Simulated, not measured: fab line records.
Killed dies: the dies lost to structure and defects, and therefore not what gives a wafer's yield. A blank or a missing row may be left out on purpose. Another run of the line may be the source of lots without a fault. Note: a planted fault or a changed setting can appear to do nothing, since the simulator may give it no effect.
Lot-split experiment | flow sfqLine | 5 lots, 23 wafers read, on a route of 325 steps

THE SPLIT
At SFQ_TRILAYER_M1_LITHO_PEB_042 (peb time 60 s), the setting pebTimeS was moved away from the recipe's 60 s on 7 of the 23 wafers read, by -14.0% to +8.6%. For the rest of the wafers, this setting stayed at what the recipe calls for.

FROM THE SPLIT TO THE READING: what the file shows between them, 2 steps
- SFQ_TRILAYER_M1_LITHO_DEVELOP_041: time 60 s
- SFQ_TRILAYER_M1_BARC_OPEN_METAL_ETCH_054: etches BARC in O2, target depth 125 nm, time 41.7 s

THE READING
M1.cdNm (the simulator's own value, which no gauge read), in nm, at SFQ_TRILAYER_M1_ETCH_METAL_ETCH_042 (etches Nb in Cl2/Ar, stops on SiO2, target depth 240 nm, time 120 s). The file does not state a usual value for it. The 16 wafers here that ran the recipe average 500.0 nm, standard deviation 1.9 nm.

wafer  | tool, chamber at the split | pebTimeS as run, s | against the recipe | M1.cdNm, nm | against lot-mates on the recipe
L074.1 | lithoTrack-03, 0           | 60                 | recipe             | 502.1       | -
L074.2 | lithoTrack-03, 0           | 60                 | recipe             | 500.6       | -
L074.5 | lithoTrack-03, 0           | 60                 | recipe             | 499.6       | -
L075.2 | lithoTrack-03, 0           | 65.15              | +8.6%              | 485.4       | -12.6
L075.3 | lithoTrack-03, 0           | 65.15              | +8.6%              | 489.6       | -8.4
L075.4 | lithoTrack-03, 0           | 60                 | recipe             | 496.1       | -
L075.5 | lithoTrack-03, 0           | 60                 | recipe             | 500.9       | -
L075.6 | lithoTrack-03, 0           | 60                 | recipe             | 497         | -
L076.1 | lithoTrack-02, 0           | 60                 | recipe             | 500.6       | -
L076.2 | lithoTrack-02, 0           | 60                 | recipe             | 497.1       | -
L076.3 | lithoTrack-02, 0           | 51.57              | -14.0%             | 519.3       | +19.6
L076.4 | lithoTrack-02, 0           | 51.57              | -14.0%             | 521.3       | +21.6
L076.6 | lithoTrack-02, 0           | 60                 | recipe             | 501.5       | -
L083.1 | lithoTrack-03, 0           | 60                 | recipe             | 503.2       | -
L083.2 | lithoTrack-03, 0           | 60                 | recipe             | 502.3       | -
L083.4 | lithoTrack-03, 0           | 57.58              | -4.0%              | 508.2       | +5.4
L083.5 | lithoTrack-03, 0           | 57.58              | -4.0%              | 508.4       | +5.6
L083.6 | lithoTrack-03, 0           | 57.58              | -4.0%              | 509.6       | +6.9
L084.1 | lithoTrack-04, 0           | 60                 | recipe             | 500.3       | -
L084.2 | lithoTrack-04, 0           | 60                 | recipe             | 499.5       | -
L084.3 | lithoTrack-04, 0           | 60                 | recipe             | 500.5       | -
L084.4 | lithoTrack-04, 0           | 60                 | recipe             | 498.3       | -
L084.5 | lithoTrack-04, 0           | 60                 | recipe             | 500.3       | -

THE FIT
A straight line over all 23 wafers: M1.cdNm changes by -1.49 nm for each +1% of pebTimeS; r = -0.97; the points scatter about the line by 2.1 nm.
The same after taking each lot's own level away (the mean of its wafers on the recipe; 23 wafers): -1.4 nm for each +1%; r = -0.98; scatter 1.5 nm.
That fit puts the effect of the largest move of pebTimeS on the reading at 20 nm.
The lots' own levels span 498.00 to 502.75 nm, that is 2.5 times the standard deviation above.
Hence the lot-to-lot level has little effect on the slope; both slopes agree.
Check: +20 nm against its lot-mates is what the line predicts for one of the wafers moved furthest among these (-14.0%) when that wafer is left out of the fit. It came out at +19.6 nm against them.

THE WHOLE CHAIN: every reading that the file lists as answering this split, in the file's order
step                                     | what it does                                                        | reading                                                  | change (the file's fit)              | r (the file's)
SFQ_TRILAYER_M1_BARC_OPEN_METAL_ETCH_054 | etches BARC in O2, target depth 125 nm, time 41.7 s                 | M1.cdNm (the simulator's own value, which no gauge read) | -1.49 nm for each +1% of the setting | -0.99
SFQ_TRILAYER_M1_ETCH_METAL_ETCH_042      | etches Nb in Cl2/Ar, stops on SiO2, target depth 240 nm, time 120 s | M1.cdNm (the simulator's own value, which no gauge read) | -1.41 nm for each +1% of the setting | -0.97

THE FILE'S OWN FIT
M1.cdNm changes by -1.41 nm for each +1% of pebTimeS, r = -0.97.
